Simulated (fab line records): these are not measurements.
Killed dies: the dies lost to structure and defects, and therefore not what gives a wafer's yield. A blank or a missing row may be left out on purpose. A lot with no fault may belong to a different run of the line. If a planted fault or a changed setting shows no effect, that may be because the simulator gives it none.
Split-lot study    flow sfq-line    on a route of 325 steps: 5 lots, 23 wafers read

## THE SPLIT ITSELF
At SFQ_TRILAYER_I2_VIA_LITHO_COAT_072 (resist thk 62 nm), the setting spin-rpm was moved away from the recipe's 3000 rpm on 10 of the 23 wafers read, by -6.4% to +5.6%. For the rest of the wafers, this setting stayed at what the recipe calls for.

The split's own step is where the reading is taken.

## THE READING
BARC_of_TRILAYER_I2_VIA_LITHO_COAT_072.thk-nm (the simulator's own value, which no gauge read), in nm, at SFQ_TRILAYER_I2_VIA_LITHO_COAT_072 (resist thk 62 nm). No usual value for it is given in the file. Average 62.04 nm, standard deviation 0.11 nm, over the 13 wafers here run with the recipe.

wafer   tool, chamber at the split  spin-rpm as run, rpm  against the recipe  BARC_of_TRILAYER_I2_VIA_LITHO_COAT_072.thk-nm, nm  against lot-mates on the recipe
L075.2  litho-track-03, 0           3000                  recipe              61.93                                              -
L075.3  litho-track-03, 0           2809                  -6.4%               64.06                                              +2.10
L075.4  litho-track-03, 0           2809                  -6.4%               64.03                                              +2.07
L075.5  litho-track-03, 0           3000                  recipe              61.99                                              -
L075.6  litho-track-03, 0           3000                  recipe              61.97                                              -
L077.1  litho-track-03, 0           3167                  +5.6%               60.56                                              -1.62
L077.2  litho-track-03, 0           3000                  recipe              62.21                                              -
L077.4  litho-track-03, 0           3000                  recipe              62.15                                              -
L077.5  litho-track-03, 0           3167                  +5.6%               60.54                                              -1.64
L077.6  litho-track-03, 0           3167                  +5.6%               60.49                                              -1.69
L079.1  litho-track-02, 0           3000                  recipe              62.02                                              -
L079.4  litho-track-02, 0           3000                  recipe              61.98                                              -
L079.6  litho-track-02, 0           3000                  recipe              61.99                                              -
L080.1  litho-track-01, 0           3000                  recipe              62.24                                              -
L080.2  litho-track-01, 0           2873                  -4.2%               63.49                                              +1.31
L080.3  litho-track-01, 0           2873                  -4.2%               63.58                                              +1.40
L080.5  litho-track-01, 0           2873                  -4.2%               63.52                                              +1.34
L080.6  litho-track-01, 0           3000                  recipe              62.12                                              -
L084.1  litho-track-02, 0           2837                  -5.4%               63.79                                              +1.81
L084.2  litho-track-02, 0           3000                  recipe              62.11                                              -
L084.3  litho-track-02, 0           3000                  recipe              61.84                                              -
L084.5  litho-track-02, 0           3000                  recipe              61.99                                              -
L084.6  litho-track-02, 0           2837                  -5.4%               63.9                                               +1.92

THE FIT
A straight line over all 23 wafers: BARC_of_TRILAYER_I2_VIA_LITHO_COAT_072.thk-nm changes by -0.307 nm for each +1% of spin-rpm; r = -0.99; the points scatter about the line by 0.13 nm.
The same after taking each lot's own level away (the mean of its wafers on the recipe; 23 wafers): -0.317 nm for each +1%; r = -1.00; scatter 0.077 nm.
That fit puts the effect of the largest move of spin-rpm on the reading at 2 nm.
The span of the lots' own levels, 61.963 to 62.180 nm, comes to 1.9 times the standard deviation stated above.
Consequently the slope shifts little with the lot-to-lot level, the two slopes agreeing.
Check: for one of the wafers moved furthest among these (-6.4%), held out of the fit, the line's prediction against its lot-mates is +2.04 nm. It came out at +2.1 nm against them.

## OTHER SPLITS APPLIED TO THESE WAFERS
Note: prior to the reading, these wafers also went through further splits. Each is held against what the fit with the lots' levels taken away leaves over:
other split on the same wafers                       wafers away from the commonest value  r with BARC_of_TRILAYER_I2_VIA_LITHO_COAT_072.thk-nm (lot level and that fit taken away)
SFQ_TRILAYER_I1_VIA_BARC_OPEN_VIA_ETCH_071 source-w  8                                     -0.27

## THE FILE'S OWN FIT
BARC_of_TRILAYER_I2_VIA_LITHO_COAT_072.thk-nm changes by -0.322 nm for each +1% of spin-rpm, r = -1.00.
